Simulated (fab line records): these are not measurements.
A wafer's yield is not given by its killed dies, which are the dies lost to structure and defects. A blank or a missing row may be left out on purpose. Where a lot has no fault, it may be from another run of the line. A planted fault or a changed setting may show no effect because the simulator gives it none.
2 desks, one fault ; flow gf180mcu ; each desk holds nothing but its own numbers, with what lay behind them at the end

== METROLOGY DESK ==
What the gauges read for every lot (on any tool): the sampled wafers with a number, averaged. Marked OUT: a lot whose mean sits more than 4 standard deviations from the usual mean, which makes it out of limits; the brackets give that distance.
Columns: A = cd nm at GF_M1_CD_MEAS_14, usual 229.5 nm
lot;first seen here;A
L801;day 17 08:22;228.1
L805;day 18 13:26;229.2
L806;day 18 23:16;230.2
L809;day 20 10:18;212.8 (-17) OUT
L816;day 22 19:56;230.6
L817;day 23 06:38;229.2
L818;day 23 09:47;230.6
L819;day 23 17:13;231.1
L820;day 23 22:27;229.5
L821;day 24 08:15;230.1
L822;day 24 14:27;229.4
L823;day 24 23:08;227.8
L824;day 25 03:55;229.7
This desk finds L809 out of limits, L809 being first, at day 20 10:18 (cd nm at GF_M1_CD_MEAS_14). L801, L805, L806, L816, L817, L818, L819, L820, L821, L822, L823, L824 stayed within limits.

== TOOL OWNER'S DESK, krf scanner-02 ==
The tool's own readings at GF_M1_EXPOSE_11 (exposes mask Metal1, target cd 230 nm): means of the sampled wafers that have a number, for each lot that ran on this tool. Marked OUT: a lot whose mean sits more than 4 standard deviations from the usual mean, which makes it out of limits; the brackets give that distance.
Columns: A = reticle temp C at GF_M1_EXPOSE_11, usual 22.98 C
lot;first seen here;A
L805;day 18 02:31;22.94
L809;day 19 22:11;23.05
L816;day 22 08:47;23.06
L817;day 22 19:34;22.97
L820;day 23 11:41;22.99
L821;day 23 21:19;22.86
This desk's verdict: no lot among the 6 shows anything out of limits.

== ALL TOGETHER ==
The metrology desk could have raised an alarm at day 20 10:18, on L809.
The desk of the tool owner found nothing out of limits.
The tool owner's desk has L809 on record, within its limits.
The lots listed all ran GF_M1_EXPOSE_11 on krf scanner-02.

== WHAT THE SIMULATOR HAD INSERTED ==
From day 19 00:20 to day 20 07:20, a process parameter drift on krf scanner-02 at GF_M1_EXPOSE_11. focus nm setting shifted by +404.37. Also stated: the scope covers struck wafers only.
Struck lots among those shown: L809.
Per desk, hours elapsed from the start of the fault to the first reading out of limits: for the metrology desk, 34.
